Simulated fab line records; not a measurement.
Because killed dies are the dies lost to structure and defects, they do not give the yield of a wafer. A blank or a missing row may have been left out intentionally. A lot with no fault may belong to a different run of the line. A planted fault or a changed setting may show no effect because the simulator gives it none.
Check for tools in common | flow sky130 | 42 wafers sampled across 14 lots

WHY IT WAS OPENED
At SKY_RES_XHIGH_TW_MEAS_09 the reading RES_XHIGH_TW is flagged on 2 of 14 lots. No-fault wafers: 1629, standard deviation 11.
Rule: a lot gets a flag if all its wafers with a number sit over 4 standard deviations from that mean, or if no wafer of it has a number. As for the other lots, they are considered sound.

lot  | measured     | on           | RES_XHIGH_TW, wafer by wafer | flag
L366 | day 26 08:09 | filmMetro-04 | 1620 1620 1628               | 
L367 | day 26 21:25 | filmMetro-04 | 1622 1625 1628               | 
L368 | day 27 08:29 | filmMetro-04 | 1623 1615 1610               | 
L369 | day 27 19:23 | filmMetro-03 | 1648 1648 1635               | 
L370 | day 28 06:53 | filmMetro-03 | 1636 1640 1635               | 
L371 | day 28 14:32 | filmMetro-03 | 1640 1644 1633               | 
L372 | day 29 02:26 | filmMetro-04 | 1619 1621 1620               | 
L373 | day 29 11:05 | filmMetro-02 | 1610 1630 1618               | 
L375 | day 29 21:23 | filmMetro-02 | 1619 1618 1632               | 
L376 | day 30 05:46 | filmMetro-04 | 1621 1627 1630               | 
L377 | day 30 13:59 | filmMetro-04 | 1627 1621 1625               | 
L382 | day 32 02:10 | filmMetro-02 | 1409 1414 1406               | FLAGGED
L384 | day 32 21:09 | filmMetro-03 | 1429 1426 1430               | FLAGGED
L389 | day 34 09:27 | filmMetro-04 | 1623 1618 1614               | 
Average over the flagged lots: 1419; offset from the usual -210, equal to -19 standard deviations.

WHICH TOOL EACH LOT WENT THROUGH
The record holds 1 process step before the reading, out of a route of 708 steps. Read each cell as the tool, then ch plus the chambers that the sampled wafers visited, then the start.
lot  | flag    | SKY_RES_XHIGH_IMPLANT_07
L366 |         | implanter-04 ch 0, day 26 07:56
L367 |         | implanter-03 ch 0, day 26 21:10
L368 |         | implanter-03 ch 0, day 27 08:14
L369 |         | implanter-02 ch 0, day 27 19:08
L370 |         | implanter-03 ch 0, day 28 06:40
L371 |         | implanter-03 ch 0, day 28 14:18
L372 |         | implanter-03 ch 0, day 29 02:12
L373 |         | implanter-04 ch 0, day 29 10:52
L375 |         | implanter-03 ch 0, day 29 21:08
L376 |         | implanter-02 ch 0, day 30 05:30
L377 |         | implanter-04 ch 0, day 30 13:45
L382 | FLAGGED | implanter-03 ch 0, day 32 01:56
L384 | FLAGGED | implanter-03 ch 0, day 32 20:55
L389 |         | implanter-04 ch 0, day 34 09:12
What the steps here do:
- SKY_RES_XHIGH_IMPLANT_07
- SKY_RES_XHIGH_TW_MEAS_09

FLAGGED OVER TOTAL, TOOL BY TOOL (the gauges that took the reading come last)
step                     | tool         | lots run | flagged | share of the flagged lots | sound lots run after its first flagged lot
SKY_RES_XHIGH_IMPLANT_07 | implanter-02 | 2        | 0       | none                      | -
SKY_RES_XHIGH_IMPLANT_07 | implanter-03 | 8        | 2       | all                       | 0
SKY_RES_XHIGH_IMPLANT_07 | implanter-04 | 4        | 0       | none                      | -
SKY_RES_XHIGH_TW_MEAS_09 | filmMetro-02 | 3        | 1       | some                      | 0
SKY_RES_XHIGH_TW_MEAS_09 | filmMetro-03 | 4        | 1       | some                      | 0
SKY_RES_XHIGH_TW_MEAS_09 | filmMetro-04 | 7        | 0       | none                      | -

WHAT THE TABLE PERMITS
All flagged lots share 1 row of the table, namely implanter-03 at SKY_RES_XHIGH_IMPLANT_07.
- implanter-03 at SKY_RES_XHIGH_IMPLANT_07 ran 8 lots, 2 of them flagged. Last sound lot L375 at day 29 21:08, first flagged lot L382 at day 32 01:56; a fault beginning in between fits. Its own readings lie more than 4 standard deviations out on every wafer of the flagged lots: beamOnS, doseIonsCm2.
Just one tool remains: implanter-03 at SKY_RES_XHIGH_IMPLANT_07.

WHAT THE SIMULATOR PUT IN
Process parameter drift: implanter-03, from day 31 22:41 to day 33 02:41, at SKY_RES_XHIGH_IMPLANT_07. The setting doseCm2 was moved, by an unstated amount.
Lots struck among those shown: L382, L384. The same result came from the rule above.
